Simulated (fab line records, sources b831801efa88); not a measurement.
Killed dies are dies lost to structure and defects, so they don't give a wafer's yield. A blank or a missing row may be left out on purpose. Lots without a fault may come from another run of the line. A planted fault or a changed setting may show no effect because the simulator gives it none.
fab line records | flow sky130
record lots=9 wafers=27 last_day=49
route steps=708 shown VIA3@585 METAL4@601 VIA4@639 PAD_OPEN@708
lots that met no fault: from a run of the same line without faults
start_h: hours from the record's first day to the start of the lot's first wafer shown | wait_h: hours since the lot's step before | " the same as in the row above | L1.1+2: a row that stands for several wafers | - no value, or no start given | * or withheld: withheld | < > ~ a bound
route shown NAME@n: a module of which the file shows steps, and the number in the route of the first | usual: mean/standard deviation of fault-free wafers | same: alike in all rows | chamber/n: place in a boat | sites: the reading at each site | _std_site: their standard deviation | _edge_site: outer sites' mean less inner sites' | radius_mm: how far each site lies from the wafer's centre | mask NAME#n: copy n | behind: the tool/chamber that last shaped the wafer | hold: why the lot was held/for how many hours/how that ended | device: the transistor (n, p or np) that didn't switch | end of line: the same wafers' tests at the end of the route | a step without rows: its recipe alone | killed: dies lost to structure and defects at the first sort, not the wafer's yield | map: a wafer's dies, x killed, . not, _ none there
set.NAME: the setting as run; set.NAME@STEP: as run at that earlier step | model.NAME: the simulator's own value behind a step, which no gauge read
steps of the route over a sample of lots; a table a step, a row a wafer
services: from which hour (start_h, from the record's first day; less than 0 if before it) a tool's chamber was out of use, for how many hours, and why
## steps
# step SKY_VIA3_CD_MEAS_12
# recipe target_cd_nm=200
# usual cd_nm=200.3/1.4
# columns lot.wafer tool chamber start_h wait_h cd_nm
L321.2 cd_sem-02 - 935.02 - 198.6
L321.3 " - " " 199.6
L321.4 " - " " 198.3
L322.4 cd_sem-01 - 942.56 - 201.8
L322.5 " - " " 201.5
L322.6 " - " " 201.1
L323.1 cd_sem-01 - 951.95 - 199.1
L323.2 " - " " 200.6
L323.6 " - " " 200.4
L324.1 cd_sem-02 - 966.68 - 198.4
L324.4 " - " " 199.1
L324.6 " - " " 200.1
L329.2 cd_sem-02 - 1006.33 - 202.6
L329.3 " - " " 202.0
L329.6 " - " " 202.3
L330.1 cd_sem-02 - 1009.55 - 202.2
L330.3 " - " " 201.8
L330.5 " - " " 203.5
L331.1 cd_sem-02 - 1010.51 - 200.6
L331.3 " - " " 199.2
L331.5 " - " " 200.6
L333.1 cd_sem-01 - 1029.61 - 200.1
L333.4 " - " " 200.5
L333.6 " - " " 200.2
L336.2 cd_sem-02 - 1039.75 - 199.3
L336.3 " - " " 198.3
L336.4 " - " " 200.2
# step SKY_METAL4_SPUTTER_03
# recipe material=Ti target_thk_nm=5 power_w=3000 time_s=3.3 chamber_pressure_pa=0.4
# usual throttle_valve_pct=30.6/1.2
# columns lot.wafer tool chamber start_h wait_h throttle_valve_pct
L321.2 pvd_sputter-04 - 936.64 0.0 29.8
L321.3 " - " " 30.7
L321.4 " - " " 30.3
L322.4 pvd_sputter-04 - 944.10 0.0 28.9
L322.5 " - " " 29.8
L322.6 " - " " 30.3
L323.1 pvd_sputter-04 - 953.55 0.0 29.9
L323.2 " - " " 30.4
L323.6 " - " " 30.2
L324.1 pvd_sputter-02 - 968.28 0.0 31.8
L324.4 " - " " 33.4
L324.6 " - " " 31.9
L329.2 pvd_sputter-01 - 1007.92 0.0 30.9
L329.3 " - " " 30.0
L329.6 " - " " 30.9
L330.1 pvd_sputter-01 - 1011.16 0.0 30.7
L330.3 " - " " 30.9
L330.5 " - " " 30.0
L331.1 pvd_sputter-04 - 1012.12 0.0 30.0
L331.3 " - " " 29.1
L331.5 " - " " 29.1
L333.1 pvd_sputter-04 - 1031.21 0.0 30.6
L333.4 " - " " 30.3
L333.6 " - " " 30.4
L336.2 pvd_sputter-01 - 1041.34 0.0 31.1
L336.3 " - " " 30.2
L336.4 " - " " 30.8
# step SKY_METAL4_DESCUM_15
# recipe chemistry=O2 source_power_w=150 bias_power_w=0 pressure_mtorr=10 temp_c=40 time_s=8
# usual drypump_motor_current_A=5.9/0.41 oes_product_au=1.000/0.0067 rf_fwd_power_W=147.0/0.68
# same bias_power_w=0
# columns lot.wafer tool chamber start_h wait_h drypump_motor_current_A oes_product_au rf_fwd_power_W rf_hours_counter_h
L321.2 rie_metal-04 0 986.01 0.0 5.1 0.997 146.9 4
L321.3 " 0 " " 5.1 1.011 147.1 -
L321.4 " 1 " " 6.0 1.007 145.9 -
L322.4 rie_metal-03 0 992.97 0.0 6.0 0.999 147.3 -
L322.5 " 1 " " 6.2 0.998 146.9 -
L322.6 " 0 " " 6.0 0.992 147.4 -
L323.1 rie_metal-03 1 1002.52 0.0 6.2 0.999 147.6 1
L323.2 " 1 " " 6.2 1.003 147.7 -
L323.6 " 1 " " 6.2 1.004 147.7 -
L324.1 rie_metal-01 1 1016.26 0.0 5.8 1.008 147.3 7
L324.4 " 0 " " 6.4 0.985 146.1 -
L324.6 " 0 " " 6.4 0.997 146.2 -
L329.2 rie_metal-03 0 1053.06 0.0 5.9 1.007 147.7 1
L329.3 " 1 " " 6.2 0.996 147.2 -
L329.6 " 1 " " 6.2 1.000 148.4 -
L330.1 rie_metal-03 0 1057.97 0.0 5.9 0.997 147.3 1
L330.3 " 0 " " 5.9 1.000 147.3 -
L330.5 " 1 " " 6.2 1.001 147.8 -
L331.1 rie_metal-04 0 1058.32 0.0 5.1 1.002 147.3 9
L331.3 " 1 " " 6.0 1.009 146.1 -
L331.5 " 1 " " 6.1 1.007 145.8 -
L333.1 rie_metal-01 1 1076.76 0.0 5.8 1.007 147.5 10
L333.4 " 1 " " 5.8 1.001 147.8 -
L333.6 " 0 " " 6.4 1.012 146.9 -
L336.2 rie_metal-03 0 1085.27 0.0 5.9 1.006 147.6 -
L336.3 " 0 " " 5.9 1.008 147.7 -
L336.4 " 0 " " 6.0 1.019 148.2 -
# step SKY_VIA4_HDPCVD_00
# recipe material=SiO2 target_thk_nm=1750 sigma_open_frac=0.3 time_s=291.7 temp_c=400 sih4_flow_sccm=60 pressure_mtorr=6
# columns lot.wafer tool chamber start_h wait_h
L321.2+3+4 hdpcvd-02 1,2,0 987.02 0.0
L322.4+5+6 hdpcvd-02 2,1,0 994.04 0.1
L323.1+2+6 hdpcvd-01 2,1,1 1003.57 0.0
L324.1+4+6 hdpcvd-02 0,1,2 1017.21 0.0
L329.2+3+6 hdpcvd-02 1,2,0 1053.98 0.0
L330.1+3+5 hdpcvd-01 2,0,2 1058.93 0.0
L331.1+3+5 hdpcvd-02 0,2,1 1059.24 0.0
L333.1+4+6 hdpcvd-01 1,1,2 1077.86 0.0
L336.2+3+4 hdpcvd-01 1,2,1 1086.31 0.0
# step SKY_VIA4_THK_MEAS_01
# recipe reads=SiO2_of_VIA4_HDPCVD_00
# usual VIA4_HDPCVD_THK=1752/17
# columns lot.wafer tool chamber start_h wait_h VIA4_HDPCVD_THK[nm]
L321.2 film_metro-01 - 987.20 0.1 1747
L321.3 " - " " 1755
L321.4 " - " " 1748
L322.4 film_metro-01 - 994.16 0.0 1736
L322.5 " - " " 1711
L322.6 " - " " 1719
L323.1 film_metro-01 - 1003.75 0.1 1742
L323.2 " - " " 1743
L323.6 " - " " 1761
L324.1 film_metro-04 - 1017.39 0.1 1769
L324.4 " - " " 1775
L324.6 " - " " 1770
L329.2 film_metro-01 - 1054.17 0.1 1749
L329.3 " - " " 1746
L329.6 " - " " 2736
L330.1 film_metro-01 - 1059.11 0.1 1745
L330.3 " - " " 1748
L330.5 " - " " 1726
L331.1 film_metro-04 - 1059.42 0.1 1763
L331.3 " - " " 1797
L331.5 " - " " 2755
L333.1 film_metro-04 - 1078.04 0.1 1761
L333.4 " - " " 1755
L333.6 " - " " 1740
L336.2 film_metro-04 - 1086.50 0.1 1777
L336.3 " - " " 1766
L336.4 " - " " 1772
# step SKY_PAD_OPEN_PROBE_99
# usual defect_limited_yield=82.7/1.9 killed_at_M0_to_M3=43/7.1 killed_at_M4_up=3.2/1.9 killed_at_contacts=23/5.1 killed_at_front_end=15/4.5 killed_at_other=0.4/0.65 killed_dies=85/9.4 killed_open=47/6.8 killed_short=38/6.1 sort_bin_3_pad_short=0.8/0.38 sort_bin_5_function=10.3/1.5 sort_bin_6_memory=6.2/1.1 sort_n_pass=407/9.4 sort_yield_pct=82.7/1.9
# same gross_dies=492 killed_at_back_side=0 sort_bin_4_leakage[%]=0 sort_bin_8_speed[%]=0
# columns lot.wafer tool chamber start_h wait_h defect_limited_yield[%] killed_at_M0_to_M3 killed_at_M4_up killed_at_contacts killed_at_front_end killed_at_other killed_dies killed_open killed_short sort_bin_3_pad_short[%] sort_bin_5_function[%] sort_bin_6_memory[%] sort_n_pass sort_yield_pct[%]
L321.2 prober-02 - 1082.66 0.1 79.1 46 3 33 21 0 103 54 49 1.6 10.8 8.5 389 79.1
L321.3 prober-02 - 1082.71 0.2 85.2 43 3 15 12 0 73 42 31 0.2 9.3 5.3 419 85.2
L321.4 prober-02 - 1082.76 0.2 81.9 52 2 21 14 0 89 49 40 0.8 11.6 5.7 403 81.9
L322.4 prober-01 - 1088.26 0.2 84.3 36 2 27 11 1 77 37 40 0.6 9.3 5.7 415 84.3
L322.5 prober-01 - 1088.31 0.2 84.1 32 3 24 19 0 78 42 36 0.6 8.9 6.3 414 84.1
L322.6 prober-01 - 1088.36 0.2 81.3 50 2 23 13 4 92 48 42 0.6 11.0 7.1 400 81.3
L323.1 prober-02 - 1097.07 0.1 83.1 36 5 21 21 0 83 50 32 1.2 9.3 6.3 409 83.1
L323.2 prober-02 - 1097.12 0.1 81.7 54 4 16 16 0 90 50 39 1.4 10.2 6.7 402 81.7
L323.6 prober-02 - 1097.32 0.2 81.7 45 6 29 8 2 90 51 39 0.6 10.8 6.9 402 81.7
L324.1 prober-01 - 1109.86 0.1 83.7 42 1 23 14 0 80 46 34 0.4 9.6 6.3 412 83.7
L324.4 prober-01 - 1110.01 0.2 81.3 45 5 28 14 0 92 57 35 0.6 12.0 6.1 400 81.3
L324.6 prober-01 - 1110.11 0.2 82.9 40 4 23 17 0 84 51 33 0.4 10.4 6.3 408 82.9
L330.1 prober-01 - 1146.34 0.1 80.7 54 2 19 19 1 95 48 47 1.0 11.8 6.5 397 80.7
L330.3 prober-01 - 1146.44 0.2 80.7 60 2 17 16 0 95 58 37 0.4 13.4 5.5 397 80.7
L330.5 prober-01 - 1146.54 0.2 82.3 43 3 24 16 1 87 40 47 0.6 8.9 8.1 405 82.3
L331.3 prober-02 - 1147.85 0.2 84.3 41 3 17 16 0 77 44 32 1.0 9.3 5.3 415 84.3
L333.1 prober-02 - 1162.57 0.1 83.3 40 3 23 14 2 82 41 41 1.2 10.0 5.5 410 83.3
L333.4 prober-02 - 1162.72 0.2 83.9 39 0 22 17 1 79 35 44 0.6 10.6 4.9 413 83.9
L333.6 prober-02 - 1162.82 0.2 80.7 39 2 29 24 1 95 46 49 1.0 10.0 8.3 397 80.7
L336.3 prober-02 - 1170.72 0.2 83.1 50 1 22 9 1 83 42 41 0.6 9.1 7.1 409 83.1
# killed by level:class
L321.2 VIA1:geometric_particle:open=12 LI_CONTACT:geometric_particle:open=9 CONTACT:geometric_particle:open=8 METAL1:geometric_particle:short=8 FIELD_ISO:geometric_particle:short=7 CONTACT:geometric_particle:short=7 VIA3:geometric_particle:open=7 LI_CONTACT:geometric_particle:short=5
L321.3 VIA1:geometric_particle:open=11 VIA3:geometric_particle:open=7 METAL2:geometric_particle:short=6 METAL1:geometric_particle:short=5 VIA2:geometric_particle:open=5 LI_CONTACT:geometric_particle:open=4 CONTACT:geometric_particle:short=4 CONTACT:geometric_particle:open=4
L321.4 VIA1:geometric_particle:open=10 METAL2:geometric_particle:short=8 VIA3:geometric_particle:open=7 LI_CONTACT:geometric_particle:open=6 VIA2:geometric_particle:short=5 CONTACT:geometric_particle:open=5 VIA1:geometric_particle:short=5 LOCAL_INTERCONNECT:geometric_particle:short=4
L322.4 CONTACT:geometric_particle:open=10 VIA2:geometric_particle:open=7 CONTACT:geometric_particle:short=6 VIA1:geometric_particle:open=6 VIA1:geometric_particle:short=6 LI_CONTACT:geometric_particle:open=5 METAL2:geometric_particle:short=5 LI_CONTACT:geometric_particle:short=4
L322.5 VIA1:geometric_particle:open=10 LI_CONTACT:geometric_particle:open=7 POLY_GATE:geometric_particle:open=5 CONTACT:geometric_particle:open=5 CONTACT:geometric_particle:short=4 METAL2:geometric_particle:short=4 FIELD_ISO:geometric_particle:open=3 FIELD_ISO:geometric_particle:short=3
L322.6 VIA1:geometric_particle:open=14 METAL1:geometric_particle:short=10 VIA1:geometric_particle:short=9 CONTACT:geometric_particle:open=8 LI_CONTACT:geometric_particle:open=6 VIA3:geometric_particle:open=5 VIA2:geometric_particle:open=5 POLY_GATE:geometric_particle:short=4
L323.1 CONTACT:geometric_particle:open=11 VIA2:geometric_particle:open=9 FIELD_ISO:geometric_particle:open=7 VIA1:geometric_particle:open=7 FIELD_ISO:geometric_particle:short=6 VIA1:geometric_particle:short=6 LI_CONTACT:geometric_particle:open=6 VIA3:geometric_particle:open=4
L323.2 VIA1:geometric_particle:open=11 VIA2:geometric_particle:open=9 VIA3:geometric_particle:open=7 CONTACT:geometric_particle:open=6 LI_CONTACT:geometric_particle:open=6 METAL1:geometric_particle:short=6 VIA2:geometric_particle:short=6 VIA1:geometric_particle:short=5
L323.6 CONTACT:geometric_particle:open=12 VIA1:geometric_particle:open=12 VIA2:geometric_particle:open=8 LOCAL_INTERCONNECT:geometric_particle:short=7 METAL2:geometric_particle:short=6 LI_CONTACT:geometric_particle:open=5 METAL1:geometric_particle:short=5 VIA3:geometric_particle:open=5
L324.1 CONTACT:geometric_particle:open=10 VIA1:geometric_particle:open=10 VIA3:geometric_particle:open=8 CONTACT:geometric_particle:short=6 VIA1:geometric_particle:short=6 FIELD_ISO:geometric_particle:open=4 POLY_GATE:geometric_particle:open=4 VIA2:geometric_particle:open=4
L324.4 CONTACT:geometric_particle:open=13 VIA1:geometric_particle:open=8 VIA2:geometric_particle:open=8 VIA3:geometric_particle:open=7 LI_CONTACT:geometric_particle:open=6 VIA2:geometric_particle:short=6 LOCAL_INTERCONNECT:geometric_particle:short=4 POLY_GATE:geometric_particle:open=3
L324.6 VIA3:geometric_particle:open=11 CONTACT:geometric_particle:open=9 VIA2:geometric_particle:open=7 LI_CONTACT:geometric_particle:open=6 POLY_GATE:geometric_particle:open=5 POLY_GATE:geometric_particle:short=5 METAL1:geometric_particle:short=5 VIA1:geometric_particle:open=5
L330.1 VIA1:geometric_particle:open=12 METAL1:geometric_particle:short=11 FIELD_ISO:geometric_particle:short=9 VIA3:geometric_particle:open=9 LI_CONTACT:geometric_particle:open=7 VIA1:geometric_particle:short=7 VIA2:geometric_particle:open=6 FIELD_ISO:geometric_particle:open=4
L330.3 VIA1:geometric_particle:open=18 VIA3:geometric_particle:open=10 LI_CONTACT:geometric_particle:open=8 VIA2:geometric_particle:open=7 FIELD_ISO:geometric_particle:short=6 VIA1:geometric_particle:short=6 METAL2:geometric_particle:short=6 CONTACT:geometric_particle:open=5
L330.5 CONTACT:geometric_particle:open=8 VIA1:geometric_particle:open=8 VIA2:geometric_particle:open=8 METAL1:geometric_particle:short=6 FIELD_ISO:geometric_particle:short=5 POLY_GATE:geometric_particle:short=5 LI_CONTACT:geometric_particle:open=5 METAL2:geometric_particle:short=5
L331.3 VIA1:geometric_particle:open=13 POLY_GATE:geometric_particle:open=6 CONTACT:geometric_particle:open=6 METAL1:geometric_particle:short=5 VIA2:geometric_particle:open=5 LOCAL_INTERCONNECT:geometric_particle:short=4 VIA1:geometric_particle:short=4 VIA3:geometric_particle:open=4
L333.1 LI_CONTACT:geometric_particle:open=9 METAL2:geometric_particle:short=9 FIELD_ISO:geometric_particle:open=5 LOCAL_INTERCONNECT:geometric_particle:short=5 CONTACT:geometric_particle:open=5 VIA2:geometric_particle:open=5 METAL3:geometric_particle:short=5 METAL1:geometric_particle:short=4
L333.4 METAL2:geometric_particle:short=7 LI_CONTACT:geometric_particle:open=6 POLY_GATE:geometric_particle:short=5 CONTACT:geometric_particle:open=5 VIA2:geometric_particle:short=5 VIA2:geometric_particle:open=5 METAL3:geometric_particle:short=5 POLY_GATE:geometric_particle:open=4
L333.6 VIA1:geometric_particle:open=10 LOCAL_INTERCONNECT:geometric_particle:short=9 FIELD_ISO:geometric_particle:short=8 LI_CONTACT:geometric_particle:open=6 CONTACT:geometric_particle:open=6 CONTACT:geometric_particle:short=6 POLY_GATE:geometric_particle:short=5 VIA1:geometric_particle:short=5
L336.3 VIA1:geometric_particle:open=10 METAL1:geometric_particle:short=9 VIA3:geometric_particle:open=8 METAL2:geometric_particle:short=7 LI_CONTACT:geometric_particle:open=7 CONTACT:geometric_particle:open=7 FIELD_ISO:geometric_particle:short=5 CONTACT:geometric_particle:short=5
## services
# columns tool chamber start_h hours kind
rie_metal-01 1 934.01 1.2 repair
hdpcvd-01 - 946.21 7.9 repair
rie_metal-03 - 946.67 14.6 pm
rie_metal-01 - 951.07 2.8 pm
hdpcvd-02 2 951.51 4.3 repair
hdpcvd-01 - 954.12 15.0 pm
hdpcvd-01 0 954.12 15.0 vent_cycle
hdpcvd-01 1 954.12 15.0 vent_cycle
rie_metal-03 1 963.32 - clean
rie_metal-03 1 963.32 16.9 scheduled_down
rie_metal-03 1 963.32 16.9 vent_cycle
pvd_sputter-04 - 983.99 1.9 repair
hdpcvd-01 - 997.23 2.8 pm
pvd_sputter-02 - 1001.31 36.9 repair
rie_metal-03 0 1001.60 3.1 repair
rie_metal-03 0 1004.65 - clean
rie_metal-03 0 1004.65 30.2 scheduled_down
rie_metal-03 0 1004.65 30.2 vent_cycle
rie_metal-01 1 1040.95 5.8 repair
rie_metal-03 1 1048.03 3.3 repair
hdpcvd-01 1 1054.66 3.4 repair
pvd_sputter-04 - 1057.39 14.6 repair
hdpcvd-02 2 1067.59 5.0 repair
rie_metal-03 0 1073.30 11.9 repair
## key
first_sign step=SKY_VIA4_THK_MEAS_01 reading=VIA4_HDPCVD_THK direction=up sigmas=59 usual=1752 struck=2745
effect none on later readings
met_at SKY_VIA4_HDPCVD_00
struck_lots L329,L331
struck_wafers L329.6,L331.5
not_acting_at SKY_VIA3_CD_MEAS_12,SKY_METAL4_SPUTTER_03,SKY_METAL4_DESCUM_15
onset_between 1017.21 1053.98
fault kind=process_parameter_drift tool=hdpcvd-02 chamber=- onset_h=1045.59 steps=SKY_VIA4_HDPCVD_00 channel=target_thk_nm offset=997.45 shape=step end_h=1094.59 scope=struck_wafers_only acts_in=these_recipes_only stated=1750
